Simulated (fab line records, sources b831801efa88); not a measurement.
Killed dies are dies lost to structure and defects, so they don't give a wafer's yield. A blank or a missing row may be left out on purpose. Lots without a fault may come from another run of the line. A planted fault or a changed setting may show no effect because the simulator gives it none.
Chamber matching | flow sky130 | SKY_VIA1_CMP_02 on cmp-01: 4 sister chambers
The step polishes SiO2. 4 wafers are shown with their chamber, then 12 later ones without.

WAFERS WITH THEIR CHAMBER
wafer  | chamber | motor_current_A (A)
L080.1 | 0       | 12.7
L084.1 | 1       | 11.1
L084.2 | 3       | 12.1
L084.5 | 2       | 11.1

WAFERS WITHOUT THEIR CHAMBER
wafer  | motor_current_A (A)
L087.1 | 12.5
L087.5 | 11.2
L087.6 | 12.0
L091.1 | 13.0
L091.2 | 11.8
L091.4 | 11.7
L092.3 | 12.4
L092.5 | 11.9
L092.6 | 11.3
L097.1 | 13.0
L097.3 | 10.7
L097.5 | 12.4

WHICH CHAMBER EACH WENT THROUGH
wafer  | from the rows above          | in truth
L087.1 | can't be placed: 0 or 3      | 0
L087.5 | can't be placed: 1 or 2      | 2
L087.6 | 3                            | 3
L091.1 | 0                            | 0
L091.2 | can't be placed: 3 or 1 or 2 | 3
L091.4 | can't be placed: 3 or 1 or 2 | 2
L092.3 | can't be placed: 0 or 3      | 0
L092.5 | 3                            | 3
L092.6 | can't be placed: 1 or 2      | 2
L097.1 | 0                            | 0
L097.3 | can't be placed: 1 or 2      | 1
L097.5 | can't be placed: 0 or 3      | 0
Placed correctly: 4 of 12. Can't be placed from these rows: 8 (the true chamber is among the candidates in 8). Placed wrongly: 0.
How it was worked out, from the rows above alone: a wafer's distance from a chamber is the root of the sum, over the readings, of the square of ((its reading less the chamber's mean) divided by the reading's scatter). The wafer belongs to the nearest chamber; if the next one is less than 2 further off, it can't be placed. A chamber's mean is the mean of its shown wafers. The scatter: with one shown wafer a chamber, the root of the mean of the squares of how far each hidden wafer lies from its nearest shown one.
